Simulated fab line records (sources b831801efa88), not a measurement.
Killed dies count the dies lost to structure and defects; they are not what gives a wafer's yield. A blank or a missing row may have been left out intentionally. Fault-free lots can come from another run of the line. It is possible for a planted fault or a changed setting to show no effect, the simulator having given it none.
Chamber matching / flow sfq_line / cmp-01 running SFQ_TRILAYER_A5B_CMP_CMP_130: 4 sister chambers
The step polishes, stops on Nb, target thk 340.7 nm. 8 wafers are shown with their chamber, then 7 later ones without.

WAFERS WITH THEIR CHAMBER
wafer=L830.3; chamber=3; motor_current_A (A)=12.4
wafer=L833.2; chamber=3; motor_current_A (A)=13.0
wafer=L833.3; chamber=2; motor_current_A (A)=8.2
wafer=L834.1; chamber=0; motor_current_A (A)=9.2
wafer=L834.4; chamber=1; motor_current_A (A)=9.8
wafer=L834.5; chamber=0; motor_current_A (A)=8.7
wafer=L835.2; chamber=2; motor_current_A (A)=8.0
wafer=L835.3; chamber=1; motor_current_A (A)=10.6

WAFERS WHOSE CHAMBER IS MISSING
wafer=L835.4; motor_current_A (A)=8.9
wafer=L837.1; motor_current_A (A)=12.9
wafer=L837.3; motor_current_A (A)=8.8
wafer=L837.6; motor_current_A (A)=7.8
wafer=L838.2; motor_current_A (A)=10.1
wafer=L838.5; motor_current_A (A)=8.6
wafer=L838.6; motor_current_A (A)=13.1

WHICH CHAMBER EACH WENT THROUGH
wafer=L835.4; from the rows above=can't be placed: 0 or 2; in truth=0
wafer=L837.1; from the rows above=3; in truth=3
wafer=L837.3; from the rows above=can't be placed: 0 or 2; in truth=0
wafer=L837.6; from the rows above=2; in truth=2
wafer=L838.2; from the rows above=1; in truth=1
wafer=L838.5; from the rows above=can't be placed: 0 or 2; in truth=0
wafer=L838.6; from the rows above=3; in truth=3
Correct placement for 4 of the 7. Cannot be placed on the basis of these rows: 3; the candidates contain the true chamber in 3. Wrongly placed: 0.
How it was worked out, from the rows above alone: a wafer's distance from a chamber is the root of the sum, over the readings, of the square of ((its reading less the chamber's mean) divided by the reading's scatter). If the next closest chamber is less than 2 further off than the closest, the wafer can't be placed; otherwise it belongs to the closest. For every chamber, the mean is computed from those of its wafers that are shown. The scatter is the square root of a quotient: the sum, over the shown wafers, of each reading's squared deviation from its chamber's mean, divided by wafers minus chambers.
